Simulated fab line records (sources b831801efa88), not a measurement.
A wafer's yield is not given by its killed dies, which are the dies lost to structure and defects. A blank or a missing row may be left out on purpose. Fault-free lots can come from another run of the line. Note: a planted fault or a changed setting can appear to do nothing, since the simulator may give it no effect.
Which of the tools did it? || flow gf180mcu || 36 wafers from 12 lots sampled at 5 of the route's 602 steps

WHAT EACH GAUGE READ, for each wafer
GF_V4_THK_MEAS_01. Usual: V4_CVD_00_THK gives 600 nm (standard deviation 6.4).
{"lot": "L877", "measured": "day 23 15:55", "on": "filmMetro-03", "V4_CVD_00_THK (nm)": "599 608 601", "flag": ""}
{"lot": "L878", "measured": "day 24 01:02", "on": "filmMetro-02", "V4_CVD_00_THK (nm)": "600 604 596", "flag": ""}
{"lot": "L880", "measured": "day 24 14:06", "on": "filmMetro-03", "V4_CVD_00_THK (nm)": "598 600 599", "flag": ""}
{"lot": "L881", "measured": "day 24 18:22", "on": "filmMetro-02", "V4_CVD_00_THK (nm)": "603 593 611", "flag": ""}
{"lot": "L882", "measured": "day 25 02:09", "on": "filmMetro-03", "V4_CVD_00_THK (nm)": "604 603 598", "flag": ""}
{"lot": "L883", "measured": "day 25 06:53", "on": "filmMetro-01", "V4_CVD_00_THK (nm)": "609 593 612", "flag": ""}
{"lot": "L884", "measured": "day 26 00:55", "on": "filmMetro-02", "V4_CVD_00_THK (nm)": "600 601 615", "flag": ""}
{"lot": "L885", "measured": "day 26 09:28", "on": "filmMetro-03", "V4_CVD_00_THK (nm)": "610 605 609", "flag": ""}
{"lot": "L886", "measured": "day 26 14:28", "on": "filmMetro-01", "V4_CVD_00_THK (nm)": "599 594 606", "flag": ""}
{"lot": "L888", "measured": "day 27 04:25", "on": "filmMetro-02", "V4_CVD_00_THK (nm)": "597 615 599", "flag": ""}
{"lot": "L893", "measured": "day 28 19:04", "on": "filmMetro-03", "V4_CVD_00_THK (nm)": "291 292 588", "flag": "OFF"}
{"lot": "L897", "measured": "day 29 17:59", "on": "filmMetro-01", "V4_CVD_00_THK (nm)": "599 605 593", "flag": ""}

GF_V4_CD_MEAS_14 targets a cd of 260 nm. Usual: cdNm 259.5 nm, standard deviation 1.
{"lot": "L877", "measured": "day 24 14:36", "on": "cdSem-01", "cdNm (nm)": "258.1 259.9 259.9", "flag": ""}
{"lot": "L878", "measured": "day 24 23:19", "on": "cdSem-01", "cdNm (nm)": "259.5 258.8 257.7", "flag": ""}
{"lot": "L880", "measured": "day 25 12:14", "on": "cdSem-02", "cdNm (nm)": "259.5 259.2 259.8", "flag": ""}
{"lot": "L881", "measured": "day 25 15:46", "on": "cdSem-01", "cdNm (nm)": "259.0 260.3 259.6", "flag": ""}
{"lot": "L882", "measured": "day 25 23:09", "on": "cdSem-01", "cdNm (nm)": "262.7 261.9 262.9", "flag": ""}
{"lot": "L883", "measured": "day 26 04:07", "on": "cdSem-01", "cdNm (nm)": "259.3 258.7 261.1", "flag": ""}
{"lot": "L884", "measured": "day 26 22:35", "on": "cdSem-02", "cdNm (nm)": "260.1 260.5 259.4", "flag": ""}
{"lot": "L885", "measured": "day 27 06:22", "on": "cdSem-02", "cdNm (nm)": "258.8 259.6 259.2", "flag": ""}
{"lot": "L886", "measured": "day 27 10:43", "on": "cdSem-01", "cdNm (nm)": "258.8 258.9 259.6", "flag": ""}
{"lot": "L888", "measured": "day 28 01:11", "on": "cdSem-01", "cdNm (nm)": "259.0 260.2 260.6", "flag": ""}
{"lot": "L893", "measured": "day 29 14:43", "on": "cdSem-01", "cdNm (nm)": "260.4 259.8 259.4", "flag": ""}
{"lot": "L897", "measured": "day 30 12:58", "on": "cdSem-01", "cdNm (nm)": "260.6 260.3 260.7", "flag": ""}

WHICH TOOL RAN EACH LOT (tool, then ch and the chambers of the sampled wafers, then the start)
{"lot": "L877", "GF_V3_CVD_23": "cvdW-01 ch 0,1, day 22 15:26", "GF_M4_SPUTTER_00": "pvdSputter-02, day 22 15:59", "GF_V4_CVD_00": "hdpcvd-02 ch 0,1,2, day 23 15:49"}
{"lot": "L878", "GF_V3_CVD_23": "cvdW-02 ch 0,1, day 23 00:37", "GF_M4_SPUTTER_00": "pvdSputter-04, day 23 01:13", "GF_V4_CVD_00": "hdpcvd-02 ch 0,1,2, day 24 00:58"}
{"lot": "L880", "GF_V3_CVD_23": "cvdW-02 ch 0,1, day 23 14:31", "GF_M4_SPUTTER_00": "pvdSputter-03, day 23 15:07", "GF_V4_CVD_00": "hdpcvd-01 ch 1,2, day 24 14:01"}
{"lot": "L881", "GF_V3_CVD_23": "cvdW-01 ch 0,1, day 23 18:18", "GF_M4_SPUTTER_00": "pvdSputter-02, day 23 18:53", "GF_V4_CVD_00": "hdpcvd-02 ch 0,1,2, day 24 18:17"}
{"lot": "L882", "GF_V3_CVD_23": "cvdW-01 ch 0,1, day 24 02:25", "GF_M4_SPUTTER_00": "pvdSputter-02, day 24 03:10", "GF_V4_CVD_00": "hdpcvd-02 ch 0,1,2, day 25 02:05"}
{"lot": "L883", "GF_V3_CVD_23": "cvdW-01 ch 0,1, day 24 07:05", "GF_M4_SPUTTER_00": "pvdSputter-03, day 24 07:40", "GF_V4_CVD_00": "hdpcvd-01 ch 0,2, day 25 06:48"}
{"lot": "L884", "GF_V3_CVD_23": "cvdW-02 ch 0,1, day 25 01:55", "GF_M4_SPUTTER_00": "pvdSputter-02, day 25 02:31", "GF_V4_CVD_00": "hdpcvd-01 ch 0,1, day 26 00:50"}
{"lot": "L885", "GF_V3_CVD_23": "cvdW-02 ch 0,1, day 25 10:59", "GF_M4_SPUTTER_00": "pvdSputter-03, day 25 11:35", "GF_V4_CVD_00": "hdpcvd-02 ch 0,1,2, day 26 09:24"}
{"lot": "L886", "GF_V3_CVD_23": "cvdW-02 ch 0,1, day 25 16:18", "GF_M4_SPUTTER_00": "pvdSputter-03, day 25 16:53", "GF_V4_CVD_00": "hdpcvd-01 ch 0,1, day 26 14:23"}
{"lot": "L888", "GF_V3_CVD_23": "cvdW-01 ch 0,1, day 26 05:52", "GF_M4_SPUTTER_00": "pvdSputter-04, day 26 06:28", "GF_V4_CVD_00": "hdpcvd-01 ch 0,2, day 27 04:20"}
{"lot": "L893", "GF_V3_CVD_23": "cvdW-01 ch 0,1, day 27 22:18", "GF_M4_SPUTTER_00": "pvdSputter-03, day 27 22:53", "GF_V4_CVD_00": "hdpcvd-01 ch 0,1, day 28 18:59"}
{"lot": "L897", "GF_V3_CVD_23": "cvdW-01 ch 0,1, day 28 21:41", "GF_M4_SPUTTER_00": "pvdSputter-02, day 28 22:17", "GF_V4_CVD_00": "hdpcvd-02 ch 0,1, day 29 17:54"}
- GF_V3_CVD_23: deposits W, target thk 350 nm, time 104.9 s.
- GF_M4_SPUTTER_00: material Ti, target thk 37.5 nm, time 150 s.
- GF_V4_CVD_00: deposits SiO2, target thk 600 nm, time 100 s.

AS READ BY THE TOOLS THEMSELVES (means over the sampled wafers that have a number; for cases with no such wafer, the mark the record gives instead)
GF_V3_CVD_23. Usual: chamberPressureTorr 40.00 Torr, standard deviation 0.092; heaterPowerW 806 W, standard deviation 110.
{"lot": "L877", "tool": "cvdW-01", "chamberPressureTorr (Torr)": 40.06, "heaterPowerW (W)": 785, "flag": ""}
{"lot": "L878", "tool": "cvdW-02", "chamberPressureTorr (Torr)": 39.93, "heaterPowerW (W)": 805, "flag": ""}
{"lot": "L880", "tool": "cvdW-02", "chamberPressureTorr (Torr)": 39.99, "heaterPowerW (W)": 815, "flag": ""}
{"lot": "L881", "tool": "cvdW-01", "chamberPressureTorr (Torr)": 40.00, "heaterPowerW (W)": 844, "flag": ""}
{"lot": "L882", "tool": "cvdW-01", "chamberPressureTorr (Torr)": 39.99, "heaterPowerW (W)": 868, "flag": ""}
{"lot": "L883", "tool": "cvdW-01", "chamberPressureTorr (Torr)": 39.96, "heaterPowerW (W)": 847, "flag": ""}
{"lot": "L884", "tool": "cvdW-02", "chamberPressureTorr (Torr)": 40.00, "heaterPowerW (W)": 747, "flag": ""}
{"lot": "L885", "tool": "cvdW-02", "chamberPressureTorr (Torr)": 40.01, "heaterPowerW (W)": 736, "flag": ""}
{"lot": "L886", "tool": "cvdW-02", "chamberPressureTorr (Torr)": 40.02, "heaterPowerW (W)": 813, "flag": ""}
{"lot": "L888", "tool": "cvdW-01", "chamberPressureTorr (Torr)": 39.92, "heaterPowerW (W)": 860, "flag": ""}
{"lot": "L893", "tool": "cvdW-01", "chamberPressureTorr (Torr)": 40.05, "heaterPowerW (W)": 869, "flag": ""}
{"lot": "L897", "tool": "cvdW-01", "chamberPressureTorr (Torr)": 40.02, "heaterPowerW (W)": 797, "flag": ""}

GF_M4_SPUTTER_00. Usual: substrateTempC 199.99 C, standard deviation 0.16; throttleValvePct 30.4 %, standard deviation 0.94.
{"lot": "L877", "tool": "pvdSputter-02", "substrateTempC (C)": 199.96, "throttleValvePct (%)": 30.8, "flag": ""}
{"lot": "L878", "tool": "pvdSputter-04", "substrateTempC (C)": 199.99, "throttleValvePct (%)": 29.6, "flag": ""}
{"lot": "L880", "tool": "pvdSputter-03", "substrateTempC (C)": 199.92, "throttleValvePct (%)": 30.9, "flag": ""}
{"lot": "L881", "tool": "pvdSputter-02", "substrateTempC (C)": 199.96, "throttleValvePct (%)": 30.7, "flag": ""}
{"lot": "L882", "tool": "pvdSputter-02", "substrateTempC (C)": 200.04, "throttleValvePct (%)": 30.5, "flag": ""}
{"lot": "L883", "tool": "pvdSputter-03", "substrateTempC (C)": 200.16, "throttleValvePct (%)": 30.7, "flag": ""}
{"lot": "L884", "tool": "pvdSputter-02", "substrateTempC (C)": 200.03, "throttleValvePct (%)": 30.5, "flag": ""}
{"lot": "L885", "tool": "pvdSputter-03", "substrateTempC (C)": 199.90, "throttleValvePct (%)": 30.9, "flag": ""}
{"lot": "L886", "tool": "pvdSputter-03", "substrateTempC (C)": 200.06, "throttleValvePct (%)": 30.0, "flag": ""}
{"lot": "L888", "tool": "pvdSputter-04", "substrateTempC (C)": 199.94, "throttleValvePct (%)": 29.6, "flag": ""}
{"lot": "L893", "tool": "pvdSputter-03", "substrateTempC (C)": 200.11, "throttleValvePct (%)": 30.2, "flag": ""}
{"lot": "L897", "tool": "pvdSputter-02", "substrateTempC (C)": 199.89, "throttleValvePct (%)": 30.4, "flag": ""}

GF_V4_CVD_00. Usual: sih4FlowSccm 60.01 sccm, standard deviation 0.16.
{"lot": "L877", "tool": "hdpcvd-02", "sih4FlowSccm (sccm)": 60.11, "flag": ""}
{"lot": "L878", "tool": "hdpcvd-02", "sih4FlowSccm (sccm)": 60.00, "flag": ""}
{"lot": "L880", "tool": "hdpcvd-01", "sih4FlowSccm (sccm)": 60.03, "flag": ""}
{"lot": "L881", "tool": "hdpcvd-02", "sih4FlowSccm (sccm)": 60.03, "flag": ""}
{"lot": "L882", "tool": "hdpcvd-02", "sih4FlowSccm (sccm)": 60.07, "flag": ""}
{"lot": "L883", "tool": "hdpcvd-01", "sih4FlowSccm (sccm)": 60.02, "flag": ""}
{"lot": "L884", "tool": "hdpcvd-01", "sih4FlowSccm (sccm)": 60.16, "flag": ""}
{"lot": "L885", "tool": "hdpcvd-02", "sih4FlowSccm (sccm)": 60.00, "flag": ""}
{"lot": "L886", "tool": "hdpcvd-01", "sih4FlowSccm (sccm)": 59.93, "flag": ""}
{"lot": "L888", "tool": "hdpcvd-01", "sih4FlowSccm (sccm)": 60.30, "flag": ""}
{"lot": "L893", "tool": "hdpcvd-01", "sih4FlowSccm (sccm)": 39.99, "flag": "OFF"}
{"lot": "L897", "tool": "hdpcvd-02", "sih4FlowSccm (sccm)": 59.97, "flag": ""}

THE ANSWER, worked out from the rows above alone
Rule: lot off if the mean of its wafers having a number is beyond 3 standard deviations from the usual mean. Also off: a lot with no number at a reading for which 4 or more lots have one. All remaining lots with rows at the step are treated as sound. The gauges are gone through in route order, then the tools' own readings, and for those a lot's mean is taken as printed above. The first step at which some lot is off is used, and at that step the reading that is off furthest; a lot without a number counts as furthest.
Off: at GF_V4_THK_MEAS_01 (V4_CVD_00_THK), L893.
If a tool, at a process step before that reading, ran all the lots that are off and no sound lot after the first of them, it fits. The gauges at GF_V4_THK_MEAS_01 aren't tried: what is off there is off at GF_V4_CVD_00 too, on other tools, and a gauge's error can't cause that. Undecided on this evidence; 2 tools fit (pvdSputter-03 at GF_M4_SPUTTER_00, hdpcvd-01 at GF_V4_CVD_00).

WHAT WAS PUT IN BY THE SIMULATOR
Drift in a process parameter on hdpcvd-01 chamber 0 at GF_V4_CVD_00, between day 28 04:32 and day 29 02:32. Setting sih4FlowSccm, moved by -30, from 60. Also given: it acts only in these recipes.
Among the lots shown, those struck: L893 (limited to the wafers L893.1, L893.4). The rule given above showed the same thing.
